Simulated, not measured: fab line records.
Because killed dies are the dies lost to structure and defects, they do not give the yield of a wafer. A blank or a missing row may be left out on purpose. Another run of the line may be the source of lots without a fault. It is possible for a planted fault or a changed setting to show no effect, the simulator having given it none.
Tool commonality check / flow gf180mcu / 39 wafers sampled across 13 lots

WHY IT WAS OPENED
At GF_MVPSD_TW_MEAS_11 the reading MVPSD_TW is flagged on 1 of 13 lots. Wafers without a fault read 550, standard deviation 7.7.
Rule: flag the lot when none of its wafers has a number, or when each of its wafers that has one lies beyond 4 standard deviations from that mean. As for the other lots, they are considered sound.

lot=L956; measured=day 5 03:06; on=film_metro-04; MVPSD_TW, wafer by wafer=556 558 556; flag=
lot=L959; measured=day 6 02:07; on=film_metro-01; MVPSD_TW, wafer by wafer=559 558 553; flag=
lot=L960; measured=day 6 04:35; on=film_metro-03; MVPSD_TW, wafer by wafer=544 544 543; flag=
lot=L961; measured=day 6 09:03; on=film_metro-03; MVPSD_TW, wafer by wafer=539 541 543; flag=
lot=L962; measured=day 6 17:42; on=film_metro-04; MVPSD_TW, wafer by wafer=558 555 556; flag=
lot=L963; measured=day 6 20:53; on=film_metro-04; MVPSD_TW, wafer by wafer=553 554 555; flag=
lot=L964; measured=day 7 02:56; on=film_metro-04; MVPSD_TW, wafer by wafer=558 558 559; flag=
lot=L967; measured=day 7 19:10; on=film_metro-03; MVPSD_TW, wafer by wafer=541 543 540; flag=
lot=L968; measured=day 7 22:08; on=film_metro-04; MVPSD_TW, wafer by wafer=552 558 556; flag=
lot=L969; measured=day 8 08:07; on=film_metro-01; MVPSD_TW, wafer by wafer=30 30 30; flag=FLAGGED
lot=L971; measured=day 8 18:35; on=film_metro-04; MVPSD_TW, wafer by wafer=560 556 556; flag=
lot=L978; measured=day 10 10:54; on=film_metro-04; MVPSD_TW, wafer by wafer=554 556 558; flag=
lot=L979; measured=day 10 17:29; on=film_metro-01; MVPSD_TW, wafer by wafer=556 554 555; flag=
The numbers of the flagged lots are 30 on average: -520 against the usual, or -68 standard deviations.

WHICH TOOL RAN EACH LOT
The record keeps 1 process step preceding the reading, out of 602 steps on the route. Read each cell as the tool, then ch plus the chambers that the sampled wafers visited, then the start.
lot=L956; flag=; GF_MVPSD_EXPOSE_04=iline_stepper-02 ch 0, day 4 19:48
lot=L959; flag=; GF_MVPSD_EXPOSE_04=iline_stepper-02 ch 0, day 5 18:16
lot=L960; flag=; GF_MVPSD_EXPOSE_04=iline_stepper-01 ch 0, day 5 20:59
lot=L961; flag=; GF_MVPSD_EXPOSE_04=iline_stepper-01 ch 0, day 6 01:20
lot=L962; flag=; GF_MVPSD_EXPOSE_04=iline_stepper-02 ch 0, day 6 10:00
lot=L963; flag=; GF_MVPSD_EXPOSE_04=iline_stepper-02 ch 0, day 6 13:00
lot=L964; flag=; GF_MVPSD_EXPOSE_04=iline_stepper-02 ch 0, day 6 18:40
lot=L967; flag=; GF_MVPSD_EXPOSE_04=iline_stepper-02 ch 0, day 7 10:44
lot=L968; flag=; GF_MVPSD_EXPOSE_04=iline_stepper-01 ch 0, day 7 14:23
lot=L969; flag=FLAGGED; GF_MVPSD_EXPOSE_04=iline_stepper-01 ch 0, day 7 23:41
lot=L971; flag=; GF_MVPSD_EXPOSE_04=iline_stepper-02 ch 0, day 8 10:35
lot=L978; flag=; GF_MVPSD_EXPOSE_04=iline_stepper-01 ch 0, day 10 01:45
lot=L979; flag=; GF_MVPSD_EXPOSE_04=iline_stepper-02 ch 0, day 10 08:10
What the steps here do:
- GF_MVPSD_EXPOSE_04: exposes mask MVPSD, target cd 1000 nm.
- GF_MVPSD_TW_MEAS_11

FLAGGED AGAINST TOTAL, ONE TOOL AT A TIME (gauges that did the reading follow at the end)
step=GF_MVPSD_EXPOSE_04; tool=iline_stepper-01; lots run=5; flagged=1; share of the flagged lots=all; sound lots run after its first flagged lot=1 (L978)
step=GF_MVPSD_EXPOSE_04; tool=iline_stepper-02; lots run=8; flagged=0; share of the flagged lots=none; sound lots run after its first flagged lot=-
step=GF_MVPSD_TW_MEAS_11; tool=film_metro-01; lots run=3; flagged=1; share of the flagged lots=all; sound lots run after its first flagged lot=1 (L979)
step=GF_MVPSD_TW_MEAS_11; tool=film_metro-03; lots run=3; flagged=0; share of the flagged lots=none; sound lots run after its first flagged lot=-
step=GF_MVPSD_TW_MEAS_11; tool=film_metro-04; lots run=7; flagged=0; share of the flagged lots=none; sound lots run after its first flagged lot=-

THE TABLE: WHAT IT ALLOWS
Rows of the table that ran all the flagged lots, 2 in number: iline_stepper-01 at GF_MVPSD_EXPOSE_04; film_metro-01 at GF_MVPSD_TW_MEAS_11.
- iline_stepper-01 at GF_MVPSD_EXPOSE_04: 1 of its 5 lots flagged. Sound lots followed the first flagged one (L978) on it, something a lasting fault affecting the whole tool could not allow.
- film_metro-01 at GF_MVPSD_TW_MEAS_11: 1 of its 3 lots flagged. Sound lots followed the first flagged one (L979) on it, something a lasting fault affecting the whole tool could not allow.
Not one row of the table ran every flagged lot while running no sound lot after the first.

WHAT THE SIMULATOR HAD PUT IN
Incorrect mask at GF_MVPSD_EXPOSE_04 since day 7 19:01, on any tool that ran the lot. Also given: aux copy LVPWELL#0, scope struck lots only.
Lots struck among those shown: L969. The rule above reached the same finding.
